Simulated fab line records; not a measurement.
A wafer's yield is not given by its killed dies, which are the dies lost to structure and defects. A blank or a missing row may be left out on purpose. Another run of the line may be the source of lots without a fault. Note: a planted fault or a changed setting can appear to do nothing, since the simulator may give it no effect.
One fault seen from 2 desks -- flow gf180mcu -- what lay behind the numbers comes last; until then each desk has only its own

THE TOOL OWNER'S DESK: implanter-03
The tool's own readings at GF_NWELL_IMPLANT_08: means of the sampled wafers that have a number, for each lot that ran on this tool. The brackets show how far a lot's mean lies from the usual mean; more than 4 standard deviations puts the lot out of limits, marked OUT.
Columns: A = faraday-current-uA at GF_NWELL_IMPLANT_08, usual 84.4
lot,first seen here,A
L477,day 5 01:23,84.4
L479,day 5 14:26,84.9
L480,day 5 20:41,84.6
L486,day 7 05:34,83.8
L487,day 7 09:10,84.8
This desk's finding: nothing out of limits on any of the 5 lots.

THE METROLOGY DESK
What the gauges read for every lot (on any tool): the sampled wafers with a number, averaged. The brackets show how far a lot's mean lies from the usual mean; more than 4 standard deviations puts the lot out of limits, marked OUT.
Columns: A = NWELL_RS at GF_VT_IMPLANT_RS_MEAS_47, usual 488.1 ohm/sq; B = V1_W_THK at GF_V1_THK_MEAS_25, usual 346 nm
lot,first seen here,A,B
L469,day 7 11:40,487.7,342
L470,day 7 20:14,489.3,345
L472,day 8 10:14,488.5,347
L473,day 8 18:21,487.7,345
L476,day 9 13:02,486.8,344
L477,day 9 17:49,487.7,346
L478,day 10 04:40,487.1,350
L479,day 10 10:35,487.9,351
L480,day 10 16:59,489.9,343
L484,day 11 17:50,489.4,340
L486,day 12 08:11,493.7 (+4.7) OUT,340
L487,day 12 13:10,492.8,346
L491,day 13 17:25,489.8,345
This desk's finding: out of limits on L486; first on L486, day 12 08:11 (NWELL_RS at GF_VT_IMPLANT_RS_MEAS_47). L469, L470, L472, L473, L476, L477, L478, L479, L480, L484, L487, L491 stayed within limits.

PUT TOGETHER
An alarm was possible from the metrology desk at day 12 08:11, on L486.
The tool owner's desk saw nothing out of limits.
The tool owner's desk has L486 on record, within its limits.
On implanter-03, each named lot ran GF_NWELL_IMPLANT_08.

WHAT THE SIMULATOR PUT IN
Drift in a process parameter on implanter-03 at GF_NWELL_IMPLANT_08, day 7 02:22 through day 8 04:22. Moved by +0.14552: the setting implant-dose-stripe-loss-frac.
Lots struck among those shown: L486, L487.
Delay in hours, fault start to first out-of-limits reading, per desk: metrology desk 126.
